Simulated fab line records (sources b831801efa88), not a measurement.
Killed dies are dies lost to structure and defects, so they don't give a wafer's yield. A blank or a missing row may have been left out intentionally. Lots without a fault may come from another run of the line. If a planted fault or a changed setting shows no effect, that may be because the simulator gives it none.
Which tool did it? :: flow sky130 :: 36 wafers from 12 lots sampled at 5 of the route's 708 steps

== WHAT THE GAUGES READ, wafer by wafer ==
SKY_FIELD_ISO_THK_MEAS_25.
lot: L203
measured: day 2 08:46
on: film-metro-04
FIELD_ISO_CVD_24_THK (nm): 606 598 596

lot: L204
measured: day 2 14:00
on: film-metro-01
FIELD_ISO_CVD_24_THK (nm): 595 607 596

lot: L206
measured: day 2 22:02
on: film-metro-01
FIELD_ISO_CVD_24_THK (nm): 606 601 603

lot: L208
measured: day 3 11:40
on: film-metro-01
FIELD_ISO_CVD_24_THK (nm): 596 596 596

lot: L211
measured: day 3 23:40
on: film-metro-01
FIELD_ISO_CVD_24_THK (nm): 595 597 582

lot: L212
measured: day 4 07:32
on: film-metro-03
FIELD_ISO_CVD_24_THK (nm): 597 598 597

lot: L215
measured: day 5 00:13
on: film-metro-04
FIELD_ISO_CVD_24_THK (nm): 588 590 597

lot: L218
measured: day 5 16:57
on: film-metro-01
FIELD_ISO_CVD_24_THK (nm): 586 597 593

lot: L220
measured: day 5 23:59
on: film-metro-01
FIELD_ISO_CVD_24_THK (nm): 590 594 590

lot: L221
measured: day 6 07:00
on: film-metro-01
FIELD_ISO_CVD_24_THK (nm): 595 589 589

lot: L223
measured: day 6 18:13
on: film-metro-03
FIELD_ISO_CVD_24_THK (nm): 593 595 596

lot: L225
measured: day 7 05:11
on: film-metro-03
FIELD_ISO_CVD_24_THK (nm): 592 597 594

SKY_VT_ADJUST_HVTR_TW_MEAS_11.
lot: L203
measured: day 9 08:41
on: film-metro-04
VT_ADJUST_HVTR_TW: 207.2 207.4 207.0

lot: L204
measured: day 9 19:33
on: film-metro-04
VT_ADJUST_HVTR_TW: 206.5 206.5 206.2

lot: L206
measured: day 10 07:53
on: film-metro-02
VT_ADJUST_HVTR_TW: 212.1 211.9 212.4

lot: L208
measured: day 10 21:53
on: film-metro-04
VT_ADJUST_HVTR_TW: 208.9 208.5 208.9

lot: L211
measured: day 11 21:54
on: film-metro-01
VT_ADJUST_HVTR_TW: 211.1 211.0 211.8

lot: L212
measured: day 12 07:33
on: film-metro-02
VT_ADJUST_HVTR_TW: 213.0 212.5 212.1

lot: L215
measured: day 13 09:50
on: film-metro-04
VT_ADJUST_HVTR_TW: 209.4 209.8 210.0

lot: L218
measured: day 14 08:38
on: film-metro-04
VT_ADJUST_HVTR_TW: 210.2 209.4 209.1

lot: L220
measured: day 14 19:12
on: film-metro-01
VT_ADJUST_HVTR_TW: 211.7 213.8 210.8

lot: L221
measured: day 15 03:13
on: film-metro-04
VT_ADJUST_HVTR_TW: 209.4 209.6 209.4

lot: L223
measured: day 16 02:13
on: film-metro-01
VT_ADJUST_HVTR_TW: 211.4 213.3 212.4

lot: L225
measured: day 16 11:08
on: film-metro-04
VT_ADJUST_HVTR_TW: 208.9 210.3 210.2

== WHAT TOOL EACH LOT RAN ON (gives the tool, then ch and the chambers of the sampled wafers, and finally the start) ==
lot: L203
SKY_DNWELL_STRIP_08: plasma-asher-01 ch 0,1, day 3 04:23
SKY_PWDE_COAT_02: litho-track-02 ch 0, day 3 12:34
SKY_PWDE_STRIP_09: plasma-asher-02 ch 0,1, day 3 20:07

lot: L204
SKY_DNWELL_STRIP_08: plasma-asher-04 ch 0,1, day 3 11:20
SKY_PWDE_COAT_02: litho-track-04 ch 0, day 3 18:51
SKY_PWDE_STRIP_09: plasma-asher-04 ch 0,1, day 4 03:25

lot: L206
SKY_DNWELL_STRIP_08: plasma-asher-04 ch 0,1, day 3 19:05
SKY_PWDE_COAT_02: litho-track-01 ch 0, day 4 03:04
SKY_PWDE_STRIP_09: plasma-asher-04 ch 0,1, day 4 11:55

lot: L208
SKY_DNWELL_STRIP_08: plasma-asher-01 ch 0,1, day 4 08:11
SKY_PWDE_COAT_02: litho-track-04 ch 0, day 4 15:37
SKY_PWDE_STRIP_09: plasma-asher-02 ch 0,1, day 5 00:20

lot: L211
SKY_DNWELL_STRIP_08: plasma-asher-04 ch 0,1, day 4 22:44
SKY_PWDE_COAT_02: litho-track-02 ch 0, day 5 06:32
SKY_PWDE_STRIP_09: plasma-asher-01 ch 0,1, day 5 16:17

lot: L212
SKY_DNWELL_STRIP_08: plasma-asher-01 ch 0,1, day 5 05:35
SKY_PWDE_COAT_02: litho-track-02 ch 0, day 5 14:01
SKY_PWDE_STRIP_09: plasma-asher-04 ch 0,1, day 5 23:07

lot: L215
SKY_DNWELL_STRIP_08: plasma-asher-03 ch 1, day 6 00:11
SKY_PWDE_COAT_02: litho-track-02 ch 0, day 6 09:23
SKY_PWDE_STRIP_09: plasma-asher-02 ch 0,1, day 6 19:28

lot: L218
SKY_DNWELL_STRIP_08: plasma-asher-01 ch 0,1, day 6 16:44
SKY_PWDE_COAT_02: litho-track-04 ch 0, day 7 01:18
SKY_PWDE_STRIP_09: plasma-asher-04 ch 0, day 7 12:10

lot: L220
SKY_DNWELL_STRIP_08: plasma-asher-03 ch 0,1, day 7 00:20
SKY_PWDE_COAT_02: litho-track-01 ch 0, day 7 10:22
SKY_PWDE_STRIP_09: plasma-asher-04 ch 0,1, day 7 20:23

lot: L221
SKY_DNWELL_STRIP_08: plasma-asher-01 ch 0,1, day 7 06:52
SKY_PWDE_COAT_02: litho-track-04 ch 0, day 7 16:54
SKY_PWDE_STRIP_09: plasma-asher-02 ch 0,1, day 8 03:19

lot: L223
SKY_DNWELL_STRIP_08: plasma-asher-03 ch 0,1, day 7 21:55
SKY_PWDE_COAT_02: litho-track-04 ch 0, day 8 08:15
SKY_PWDE_STRIP_09: plasma-asher-02 ch 0,1, day 8 18:43

lot: L225
SKY_DNWELL_STRIP_08: plasma-asher-03 ch 0,1, day 8 06:14
SKY_PWDE_COAT_02: litho-track-01 ch 0, day 8 16:01
SKY_PWDE_STRIP_09: plasma-asher-02 ch 0,1, day 9 03:32
- SKY_DNWELL_STRIP_08: strips in O2/N2.
- SKY_PWDE_COAT_02: resist thk 3000 nm.
- SKY_PWDE_STRIP_09: strips in O2/N2.

== AS READ BY THE TOOLS THEMSELVES (means over the sampled wafers that have a number; for cases with no such wafer, the mark the record gives instead) ==
SKY_DNWELL_STRIP_08.
lot: L203
tool: plasma-asher-01
drypump-motor-current-A (A): 5.73
oes-product-au (a.u.): 0.723
strip-time-to-endpoint-s (s): 36.93

lot: L204
tool: plasma-asher-04
drypump-motor-current-A (A): 6.12
oes-product-au (a.u.): 0.721
strip-time-to-endpoint-s (s): 36.92

lot: L206
tool: plasma-asher-04
drypump-motor-current-A (A): 6.13
oes-product-au (a.u.): 0.725
strip-time-to-endpoint-s (s): 36.91

lot: L208
tool: plasma-asher-01
drypump-motor-current-A (A): 5.86
oes-product-au (a.u.): 0.719
strip-time-to-endpoint-s (s): 37.05

lot: L211
tool: plasma-asher-04
drypump-motor-current-A (A): 6.15
oes-product-au (a.u.): 0.724
strip-time-to-endpoint-s (s): 36.77

lot: L212
tool: plasma-asher-01
drypump-motor-current-A (A): 5.72
oes-product-au (a.u.): 0.720
strip-time-to-endpoint-s (s): 37.05

lot: L215
tool: plasma-asher-03
drypump-motor-current-A (A): 6.01
oes-product-au (a.u.): 0.723
strip-time-to-endpoint-s (s): 36.96

lot: L218
tool: plasma-asher-01
drypump-motor-current-A (A): 5.76
oes-product-au (a.u.): 0.724
strip-time-to-endpoint-s (s): 37.04

lot: L220
tool: plasma-asher-03
drypump-motor-current-A (A): 6.15
oes-product-au (a.u.): 0.726
strip-time-to-endpoint-s (s): 37.03

lot: L221
tool: plasma-asher-01
drypump-motor-current-A (A): 5.71
oes-product-au (a.u.): 0.719
strip-time-to-endpoint-s (s): 36.92

lot: L223
tool: plasma-asher-03
drypump-motor-current-A (A): 6.17
oes-product-au (a.u.): 0.727
strip-time-to-endpoint-s (s): 36.85

lot: L225
tool: plasma-asher-03
drypump-motor-current-A (A): 6.26
oes-product-au (a.u.): 0.721
strip-time-to-endpoint-s (s): 36.90

SKY_PWDE_STRIP_09.
lot: L203
tool: plasma-asher-02
drypump-motor-current-A (A): 5.63
oes-product-au (a.u.): 0.724
strip-time-to-endpoint-s (s): 36.88

lot: L204
tool: plasma-asher-04
drypump-motor-current-A (A): 6.14
oes-product-au (a.u.): 0.721
strip-time-to-endpoint-s (s): 37.01

lot: L206
tool: plasma-asher-04
drypump-motor-current-A (A): 6.14
oes-product-au (a.u.): 0.727
strip-time-to-endpoint-s (s): 37.05

lot: L208
tool: plasma-asher-02
drypump-motor-current-A (A): 5.67
oes-product-au (a.u.): 0.725
strip-time-to-endpoint-s (s): 36.84

lot: L211
tool: plasma-asher-01
drypump-motor-current-A (A): 5.87
oes-product-au (a.u.): 0.723
strip-time-to-endpoint-s (s): 37.02

lot: L212
tool: plasma-asher-04
drypump-motor-current-A (A): 6.07
oes-product-au (a.u.): 0.720
strip-time-to-endpoint-s (s): 36.89

lot: L215
tool: plasma-asher-02
drypump-motor-current-A (A): 5.64
oes-product-au (a.u.): 0.721
strip-time-to-endpoint-s (s): 37.15

lot: L218
tool: plasma-asher-04
drypump-motor-current-A (A): 6.22
oes-product-au (a.u.): 0.723
strip-time-to-endpoint-s (s): 36.88

lot: L220
tool: plasma-asher-04
drypump-motor-current-A (A): 6.04
oes-product-au (a.u.): 0.725
strip-time-to-endpoint-s (s): 36.80

lot: L221
tool: plasma-asher-02
drypump-motor-current-A (A): 5.61
oes-product-au (a.u.): 0.720
strip-time-to-endpoint-s (s): 39.72

lot: L223
tool: plasma-asher-02
drypump-motor-current-A (A): 5.63
oes-product-au (a.u.): 0.723
strip-time-to-endpoint-s (s): 39.65

lot: L225
tool: plasma-asher-02
drypump-motor-current-A (A): 5.64
oes-product-au (a.u.): 0.721
strip-time-to-endpoint-s (s): 36.84

== THE ANSWER, worked out from the rows above alone ==
Rule: usual is defined by the lots themselves. The widest of any qualifying gaps counts: lots, ordered by their means at a reading, are off when they make up no more than a third of the lots, leave a main group of 4 or more, and stand apart from it by 3 or more times the standard deviation of that group's means. Not used: any main group whose means are identical at the precision the tables above print for the reading. A lot without any number at a reading at which 4 lots or more have one is off too. Where the step has rows for the other lots, those lots are counted as sound. Order of review: gauges by route order, followed by the tools' own readings, for which a lot's mean as printed above is used. At the first step where some lot is off, the reading lying furthest off is the one used; lots without a number count as furthest.
Off: L221, L223, at SKY_PWDE_STRIP_09 (strip-time-to-endpoint-s). The main group has a mean of 36.94 s with a standard deviation of 0.11.
If a tool, at that step or one of the process steps before it, ran each lot that is off and ran no sound lot following the first of them, it fits. One candidate fits, namely litho-track-04 at SKY_PWDE_COAT_02. A fault onset in the window from L218 (day 7 01:18, its last sound lot) to L221 (day 7 16:54, its first lot off) fits.

== WHAT THE SIMULATOR HAD PUT IN ==
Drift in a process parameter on litho-track-04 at SKY_PWDE_COAT_02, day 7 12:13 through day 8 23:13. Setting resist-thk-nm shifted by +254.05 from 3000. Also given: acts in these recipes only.
Shown lots that were struck: L221, L223. The same result came from the rule above.
